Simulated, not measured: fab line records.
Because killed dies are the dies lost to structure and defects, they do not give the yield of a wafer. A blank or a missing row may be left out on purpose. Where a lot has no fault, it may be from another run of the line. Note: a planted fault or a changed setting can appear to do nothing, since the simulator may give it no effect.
Chamber matching    flow gf180mcu    GF_V5_ETCH_16 on rie_diel-04: 4 sister chambers
The step etches BARC in N2/H2. 14 wafers are shown with their chamber, then 7 later ones without.

## EACH WAFER AND ITS CHAMBER
wafer   chamber  drypump_motor_current_A (A)  throttle_valve_pct (%)  oes_product_au (a.u.)
L315.2  0        6.1                          13.218                  0.853
L315.3  3        5.4                          13.240                  0.849
L315.5  0        6.1                          13.232                  0.859
L319.1  1        4.8                          13.225                  0.854
L319.2  3        5.4                          13.231                  0.855
L319.4  2        6.1                          13.220                  0.848
L329.4  0        6.1                          13.228                  0.850
L329.5  3        5.4                          13.225                  0.854
L329.6  2        6.1                          13.227                  0.856
L330.2  0        6.1                          13.236                  0.860
L330.3  1        4.8                          13.213                  0.854
L330.6  3        5.3                          13.226                  0.854
L331.1  1        4.9                          13.233                  0.859
L331.3  0        6.1                          13.216                  0.851

SIGNATURES (means of the wafers above)
reading                  chamber 0  chamber 1  chamber 2  chamber 3  scatter within a chamber
drypump_motor_current_A  6.100      4.833      6.100      5.375      0.0376
throttle_valve_pct       13.22600   13.22367   13.22350   13.23050   0.0082
oes_product_au           0.85460    0.85567    0.85200    0.85300    0.00395
Rule: a wafer's distance from a chamber is the root of the sum, over the readings, of the square of ((its reading less the chamber's mean) divided by the reading's scatter). If the next closest chamber is less than 2 further off than the closest, the wafer can't be placed; otherwise it belongs to the closest. How the scatter is found: for the shown wafers, subtract from each reading the mean of its chamber, square and add these, divide the total by (wafers less chambers), then take the root.

## WAFERS WITHOUT THEIR CHAMBER
wafer   drypump_motor_current_A (A)  throttle_valve_pct (%)  oes_product_au (a.u.)
L331.5  6.1                          13.215                  0.854
L332.2  4.8                          13.233                  0.847
L332.3  6.1                          13.227                  0.851
L332.6  5.4                          13.230                  0.855
L334.3  5.4                          13.230                  0.860
L334.5  6.1                          13.212                  0.848
L334.6  4.8                          13.216                  0.861

## THE CHAMBER EACH PASSED THROUGH
wafer   from the rows above      in truth
L331.5  can't be placed: 2 or 0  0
L332.2  1                        1
L332.3  can't be placed: 2 or 0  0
L332.6  3                        3
L334.3  3                        3
L334.5  can't be placed: 2 or 0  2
L334.6  1                        1
Correctly placed: 4 of 7. These rows do not allow placing 3 (true chamber among the candidates in 3). Number placed wrongly: 0.
